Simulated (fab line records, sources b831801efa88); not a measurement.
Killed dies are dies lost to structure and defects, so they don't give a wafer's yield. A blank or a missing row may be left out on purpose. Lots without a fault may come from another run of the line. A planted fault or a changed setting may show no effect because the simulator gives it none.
A struck lot beside a sound one | flow sky130 | 15 steps out of a route of 708
Sound: wafers L290.1, L290.4, L290.6. Struck: wafers L279.1, L279.5, L279.6. The cause comes at the end.
At each step with rows: each side's tool, then ch and its chambers, then its first start. Under that, the readings that differ: sound wafers | struck wafers | difference of the means | sigmas: that difference in standard deviations of wafers without a fault.
alike: readings whose means differ by less than 2 such deviations, and words and numbers that are the same on both sides. not compared: withheld readings, readings that some wafer has no value for, bounds like >300 that may hide the same value, and numbers for which the record gives no deviation and whose values overlap.
The two part at a step that has a row with sigmas, a row that says differs or no value, or rows on one side only. Numbers that don't overlap but have no deviation are shown without sigmas and don't part them. A reading that every wafer of one side lacks parts them only if that side has two wafers or more.

first, 5 steps without rows for these wafers: SKY_SONOS_ONO_COAT_08 (resist thk 1140 nm); SKY_SONOS_ONO_SOFTBAKE_09 (time 57.51 s); SKY_SONOS_ONO_EXPOSE_10 (exposes mask ONOM, target cd 410 nm); SKY_SONOS_ONO_PEB_11; SKY_SONOS_ONO_DEVELOP_12 (develop time 60 s).
SKY_SONOS_ONO_CD_MEAS_13: target cd 410 nm.
  sound on cd_sem-01, day 17 06:05; struck on cd_sem-02, day 13 04:41
  reading    | sound             | struck            | difference | sigmas
  cd_nm (nm) | 406.5 406.6 404.8 | 413.9 411.5 413.6 | +7.0       | +3
SKY_SONOS_ONO_OVL_MEAS_14:
  sound on overlay-01, day 17 06:12; struck on overlay-01, day 13 04:48
  reading            | sound          | struck      | difference | sigmas
  SONOS_ONO_OVL (nm) | -1.9 -1.4 -3.1 | 2.3 2.6 3.1 | +4.8       | +3
SKY_SONOS_ONO_ETCH_15: etches the open film in CHF3/O2, target depth 19.52 nm, time 7.8 s.
  sound on rie_diel-02 ch 1,2, day 17 06:14; struck on rie_diel-02 ch 0,2,3, day 13 04:50
  alike: drypump_motor_current_A, oes_product_au, throttle_valve_pct
  not compared: rf_hours_counter_h
then, 1 step without rows for these wafers: SKY_SONOS_ONO_WET_ETCH_16 (etches SiO2 in dHF, target depth 14 nm, time 280 s).
SKY_SONOS_ONO_STRIP_17: strips in O2/N2.
  sound on plasma_asher-03 ch 0,1, day 17 06:21; struck on plasma_asher-01 ch 0,1, day 13 04:58
  alike: drypump_motor_current_A, oes_product_au, strip_time_to_endpoint_s
  not compared: rf_hours_counter_h
then, 2 steps without rows for these wafers: SKY_SONOS_ONO_WET_ETCH_18 (etches Si3N4 in H3PO4, target depth 15 nm, time 172 s); SKY_GATE_OXIDE_CLEAN_00 (cleans in SC1/SC2, time 150 s).
-- the record jumps here: 3 days lie between the struck wafers' starts before and after --
SKY_GATE_OXIDE_OXIDATION_01: stabilise 600 s, purge 300 s, target thk 10.268 nm.
  sound on furnace-02 ch 0, day 17 07:42; struck on furnace-01 ch 0, day 15 17:49
  alike: spike_tc_bottom_C, tube_center_temp_C
SKY_GATE_OXIDE_THK_MEAS_02:
  sound on film_metro-04, day 17 09:07; struck on film_metro-03, day 15 19:14
  alike: GATE_OXIDE_OXIDATION_00_THK
-- the record jumps here: 33 days lie between the struck wafers' starts before and after (it left off in module GATE_OXIDE and takes up again in module PAD_OPEN, whose first step shown is number 708 of the route) --
SKY_PAD_OPEN_PROBE_99:
  sound on prober-01, day 49 05:08; struck on prober-02, day 48 18:10
  reading                                   | sound            | struck            | difference | sigmas
  model.etest.cap_thick_oxide.gate_bv_v (V) | 15.69 15.99 16.1 | 14.27 14.19 14.44 | -1.63      |
  alike: killed_at_M0_to_M3, killed_at_M4_up, killed_at_contacts, killed_at_front_end, killed_at_other, killed_dies, killed_open, killed_short

WHERE THEY PART
First at SKY_SONOS_ONO_CD_MEAS_13; last, within this record, at SKY_SONOS_ONO_OVL_MEAS_14. Later steps at which nothing parts them and some readings are alike: SKY_SONOS_ONO_ETCH_15, SKY_SONOS_ONO_STRIP_17, SKY_GATE_OXIDE_OXIDATION_01, SKY_GATE_OXIDE_THK_MEAS_02, SKY_PAD_OPEN_PROBE_99.

WHY: what the simulator had put in
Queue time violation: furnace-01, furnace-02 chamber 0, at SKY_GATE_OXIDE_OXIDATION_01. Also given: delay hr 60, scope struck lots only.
